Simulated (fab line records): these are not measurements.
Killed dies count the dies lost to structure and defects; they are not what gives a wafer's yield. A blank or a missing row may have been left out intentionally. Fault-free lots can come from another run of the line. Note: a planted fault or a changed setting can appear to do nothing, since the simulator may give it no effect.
Commonality check across tools + flow sky130 + 13 lots, 39 wafers sampled

## REASON IT WAS OPENED
SKY_VT_ADJUST_NCORE_TW_MEAS_11, reading VT_ADJUST_NCORE_TW: flagged on 1 of 13 lots. Wafers without a fault read 219, standard deviation 3.1.
Rule: a lot is flagged when every wafer of it that has a number lies more than 4 standard deviations from that mean, or none has a number. All remaining lots are regarded as sound.

| lot  | measured     | on            | VT_ADJUST_NCORE_TW, wafer by wafer | flag    |
|------|--------------|---------------|------------------------------------|---------|
| L349 | day 8 20:20  | film_metro-03 | 224 224 222                        |         |
| L350 | day 9 01:05  | film_metro-04 | 217 216 217                        |         |
| L351 | day 9 06:29  | film_metro-04 | 215 216 215                        |         |
| L353 | day 10 03:22 | film_metro-04 | 215 217 218                        |         |
| L354 | day 10 07:10 | film_metro-04 | 216 216 217                        |         |
| L355 | day 10 15:47 | film_metro-04 | 30 30 30                           | FLAGGED |
| L357 | day 11 07:19 | film_metro-04 | 218 218 218                        |         |
| L362 | day 12 13:55 | film_metro-04 | 217 218 219                        |         |
| L363 | day 12 22:07 | film_metro-02 | 222 222 223                        |         |
| L365 | day 13 22:57 | film_metro-04 | 217 218 218                        |         |
| L367 | day 14 05:58 | film_metro-04 | 216 216 216                        |         |
| L368 | day 14 09:44 | film_metro-04 | 215 216 218                        |         |
| L370 | day 15 03:39 | film_metro-04 | 216 217 217                        |         |
Average over the flagged lots: 30; offset from the usual -189, equal to -61 standard deviations.

## WHICH TOOL EACH LOT WENT THROUGH
The record holds 4 process steps before the reading, out of a route of 708 steps. In each cell: the tool, then ch and the chambers that the sampled wafers went through, then the start.
| lot  | flag    | SKY_NWELL_RTA_28                 | SKY_VT_ADJUST_HVTP_STRIP_10          | SKY_VT_ADJUST_LVTN_STRIP_20          | SKY_VT_ADJUST_NCORE_EXPOSE_04       |
|------|---------|----------------------------------|--------------------------------------|--------------------------------------|-------------------------------------|
| L349 |         | rtp_anneal-01 ch 0, day 5 13:49  | plasma_asher-04 ch 0,1, day 6 07:37  | plasma_asher-01 ch 1, day 7 22:59    | iline_stepper-02 ch 0, day 8 09:37  |
| L350 |         | rtp_anneal-02 ch 0, day 5 18:23  | plasma_asher-03 ch 0,1, day 6 12:54  | plasma_asher-04 ch 0,1, day 8 03:37  | iline_stepper-02 ch 0, day 8 14:17  |
| L351 |         | rtp_anneal-01 ch 0, day 5 23:23  | plasma_asher-04 ch 0,1, day 6 17:33  | plasma_asher-01 ch 0,1, day 8 09:13  | iline_stepper-02 ch 0, day 8 19:56  |
| L353 |         | rtp_anneal-01 ch 0, day 6 14:59  | plasma_asher-02 ch 0,1, day 7 11:26  | plasma_asher-04 ch 0,1, day 9 04:58  | iline_stepper-02 ch 0, day 9 16:39  |
| L354 |         | rtp_anneal-02 ch 0, day 6 17:37  | plasma_asher-04 ch 0, day 7 13:38    | plasma_asher-03 ch 0,1, day 9 08:04  | iline_stepper-01 ch 0, day 9 19:54  |
| L355 | FLAGGED | rtp_anneal-01 ch 0, day 7 00:59  | plasma_asher-04 ch 0,1, day 7 21:18  | plasma_asher-01 ch 0,1, day 9 17:01  | iline_stepper-02 ch 0, day 10 03:47 |
| L357 |         | rtp_anneal-01 ch 0, day 7 13:48  | plasma_asher-02 ch 0,1, day 8 10:55  | plasma_asher-04 ch 0,1, day 10 07:14 | iline_stepper-02 ch 0, day 10 19:40 |
| L362 |         | rtp_anneal-02 ch 0, day 8 18:10  | plasma_asher-04 ch 0,1, day 9 17:07  | plasma_asher-04 ch 0,1, day 11 14:05 | iline_stepper-01 ch 0, day 12 01:50 |
| L363 |         | rtp_anneal-01 ch 0, day 9 01:07  | plasma_asher-02 ch 0,1, day 9 23:28  | plasma_asher-03 ch 0,1, day 11 22:17 | iline_stepper-01 ch 0, day 12 09:57 |
| L365 |         | rtp_anneal-01 ch 0, day 9 23:04  | plasma_asher-03 ch 0,1, day 10 22:43 | plasma_asher-01 ch 0,1, day 12 22:08 | iline_stepper-02 ch 0, day 13 10:14 |
| L367 |         | rtp_anneal-02 ch 0, day 10 06:05 | plasma_asher-04 ch 0,1, day 11 06:13 | plasma_asher-01 ch 0,1, day 13 04:50 | iline_stepper-02 ch 0, day 13 16:52 |
| L368 |         | rtp_anneal-01 ch 0, day 10 10:13 | plasma_asher-04 ch 0,1, day 11 09:35 | plasma_asher-03 ch 0,1, day 13 08:32 | iline_stepper-02 ch 0, day 13 20:46 |
| L370 |         | rtp_anneal-02 ch 0, day 11 00:18 | plasma_asher-02 ch 0,1, day 11 23:46 | plasma_asher-04 ch 0,1, day 14 01:23 | iline_stepper-02 ch 0, day 14 13:56 |
What these steps do:
- SKY_NWELL_RTA_28: time 30 s.
- SKY_VT_ADJUST_HVTP_STRIP_10: strips in O2/N2.
- SKY_VT_ADJUST_LVTN_STRIP_20: strips in O2/N2.
- SKY_VT_ADJUST_NCORE_EXPOSE_04: exposes mask LVTN COMPLEMENT THIN, target cd 380 nm.
- SKY_VT_ADJUST_NCORE_TW_MEAS_11

## FLAGGED AGAINST TOTAL, ONE TOOL AT A TIME (gauges that did the reading follow at the end)
| step                           | tool             | lots run | flagged | share of the flagged lots | sound lots run after its first flagged lot |
|--------------------------------|------------------|----------|---------|---------------------------|--------------------------------------------|
| SKY_NWELL_RTA_28               | rtp_anneal-01    | 8        | 1       | all                       | 4 (L357,L363,L365,L368)                    |
| SKY_NWELL_RTA_28               | rtp_anneal-02    | 5        | 0       | none                      | -                                          |
| SKY_VT_ADJUST_HVTP_STRIP_10    | plasma_asher-02  | 4        | 0       | none                      | -                                          |
| SKY_VT_ADJUST_HVTP_STRIP_10    | plasma_asher-03  | 2        | 0       | none                      | -                                          |
| SKY_VT_ADJUST_HVTP_STRIP_10    | plasma_asher-04  | 7        | 1       | all                       | 3 (L362,L367,L368)                         |
| SKY_VT_ADJUST_LVTN_STRIP_20    | plasma_asher-01  | 5        | 1       | all                       | 2 (L365,L367)                              |
| SKY_VT_ADJUST_LVTN_STRIP_20    | plasma_asher-03  | 3        | 0       | none                      | -                                          |
| SKY_VT_ADJUST_LVTN_STRIP_20    | plasma_asher-04  | 5        | 0       | none                      | -                                          |
| SKY_VT_ADJUST_NCORE_EXPOSE_04  | iline_stepper-01 | 3        | 0       | none                      | -                                          |
| SKY_VT_ADJUST_NCORE_EXPOSE_04  | iline_stepper-02 | 10       | 1       | all                       | 5 (L357,L365,L367,L368,L370)               |
| SKY_VT_ADJUST_NCORE_TW_MEAS_11 | film_metro-02    | 1        | 0       | none                      | -                                          |
| SKY_VT_ADJUST_NCORE_TW_MEAS_11 | film_metro-03    | 1        | 0       | none                      | -                                          |
| SKY_VT_ADJUST_NCORE_TW_MEAS_11 | film_metro-04    | 11       | 1       | all                       | 6 (L357,L362,L365,L367,L368,L370)          |

## THE TABLE: WHAT IT ALLOWS
5 rows of the table ran every flagged lot: rtp_anneal-01 at SKY_NWELL_RTA_28, plasma_asher-04 at SKY_VT_ADJUST_HVTP_STRIP_10, plasma_asher-01 at SKY_VT_ADJUST_LVTN_STRIP_20, iline_stepper-02 at SKY_VT_ADJUST_NCORE_EXPOSE_04, film_metro-04 at SKY_VT_ADJUST_NCORE_TW_MEAS_11.
- rtp_anneal-01 at SKY_NWELL_RTA_28: 1 of its 8 lots flagged. Sound lots followed the first flagged one (L357, L363, L365, L368) on it, something a lasting fault affecting the whole tool could not allow.
- plasma_asher-04 at SKY_VT_ADJUST_HVTP_STRIP_10: 1 of its 7 lots flagged. Sound lots followed the first flagged one (L362, L367, L368) on it, something a lasting fault affecting the whole tool could not allow.
- plasma_asher-01 at SKY_VT_ADJUST_LVTN_STRIP_20: 1 of its 5 lots flagged. Sound lots followed the first flagged one (L365, L367) on it, something a lasting fault affecting the whole tool could not allow.
- iline_stepper-02 at SKY_VT_ADJUST_NCORE_EXPOSE_04: 1 of its 10 lots flagged. Sound lots followed the first flagged one (L357, L365, L367, L368, L370) on it, something a lasting fault affecting the whole tool could not allow.
- film_metro-04 at SKY_VT_ADJUST_NCORE_TW_MEAS_11: 1 of its 11 lots flagged. Sound lots followed the first flagged one (L357, L362, L365, L367, L368, L370) on it, something a lasting fault affecting the whole tool could not allow.
None of the table's rows ran every flagged lot and, after the first, no sound lot.

## WHAT THE SIMULATOR PUT IN
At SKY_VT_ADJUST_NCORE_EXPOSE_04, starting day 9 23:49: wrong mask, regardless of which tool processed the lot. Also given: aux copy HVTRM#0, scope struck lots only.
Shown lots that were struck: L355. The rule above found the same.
